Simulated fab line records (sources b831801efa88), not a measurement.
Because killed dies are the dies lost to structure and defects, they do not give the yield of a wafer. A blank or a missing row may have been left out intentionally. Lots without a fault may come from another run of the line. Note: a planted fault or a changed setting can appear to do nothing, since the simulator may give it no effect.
Struck lot and sound lot, side by side :: flow sky130 :: 18 steps out of a route of 708
Sound: the wafers L900.2, L900.3, L900.5. Wafers struck: L918.1, L918.3, L918.4. The cause comes at the end.
At each step with rows: each side's tool, then ch and its chambers, then its first start. Under that, the readings that differ: sound wafers :: struck wafers :: difference of the means :: sigmas: that difference in standard deviations of wafers without a fault.
alike: words and numbers the same on both sides, and readings whose means are apart by under 2 such deviations; not compared: readings that were withheld, readings missing a value for some wafer, numbers with overlapping values and no deviation given by the record, and bounds like >300 which may hide the same value.
Wherever a step has rows on one side only, a row that says differs or no value, or a row with sigmas, the two part there. When numbers do not overlap yet have no deviation, they are printed without sigmas and do not part them. Lack of a reading on every wafer of one side parts them only where that side has two or more wafers.

SKY_LDD_HVP_OVL_MEAS_07:
  sound on overlay-02, day 23 11:46; struck on overlay-01, day 28 19:16
  alike: LDD_HVP_OVL
next, for these wafers, 1 step has no rows: SKY_LDD_HVP_IMPLANT_08.
SKY_LDD_HVP_STRIP_09: strips in O2/N2.
  sound on plasma_asher-02 ch 0,1, day 23 11:57; struck on plasma_asher-02 ch 0,1, day 28 19:27
  alike: drypump_motor_current_A, oes_product_au, strip_time_to_endpoint_s
  not compared: rf_hours_counter_h
SKY_LDD_HVP_TW_MEAS_10:
  sound on film_metro-03, day 23 12:04; struck on film_metro-04, day 28 19:33
  alike: LDD_HVP_TW
then, 7 steps without rows for these wafers: SKY_LDD_LDN_DEHYDRATE_00 (time 60 s); SKY_LDD_LDN_HMDS_01 (prime time 60 s); SKY_LDD_LDN_COAT_02 (resist thk 1140 nm); SKY_LDD_LDN_SOFTBAKE_03 (time 60 s); SKY_LDD_LDN_EXPOSE_04 (exposes mask LDNTM, target cd 700 nm); SKY_LDD_LDN_PEB_05; SKY_LDD_LDN_DEVELOP_06 (develop time 60 s).
SKY_LDD_LDN_OVL_MEAS_07:
  sound on overlay-02, day 24 16:31; struck on overlay-01, day 29 22:42
  alike: LDD_LDN_OVL
SKY_LDD_LDN_IMPLANT_08:
  struck on implanter-01, day 29 22:44; sound on implanter-01 ch 0, day 24 16:34
  no value came back on the struck wafers for beam_energy_keV, beam_on_s (s), implant_ion_amu; on the sound wafers beam_energy_keV reads 15.000 15.001 14.999
then, 3 steps without rows for these wafers: SKY_LDD_LDN_IMPLANT_09; SKY_LDD_LDN_IMPLANT_10; SKY_LDD_LDN_IMPLANT_11.
SKY_LDD_LDN_STRIP_12: strips in O2/N2.
  sound on plasma_asher-04 ch 0,1, day 24 17:08; struck on plasma_asher-03 ch 0,1, day 29 23:20
reading: strip_time_to_endpoint_s (s)
sound: 14.11 14.12 14.09
struck: 14.26 14.25 14.23
difference: +0.14
sigmas: +4
  alike: drypump_motor_current_A, oes_product_au
  not compared: rf_hours_counter_h
SKY_LDD_LDN_TW_MEAS_13:
  sound on film_metro-02, day 24 17:15; struck on film_metro-04, day 29 23:41
reading: LDD_LDN_TW
sound: 1467 1464 1465
struck: 1362 1350 1359
difference: -108
sigmas: -13
  not compared: hold

WHERE THEY PART
Earliest at SKY_LDD_LDN_IMPLANT_08; latest, in this record, at SKY_LDD_LDN_TW_MEAS_13.

WHY: what the simulator had put in
Whole step skipped at SKY_LDD_LDN_IMPLANT_08 on implanter-01, starting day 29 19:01. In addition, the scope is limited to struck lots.
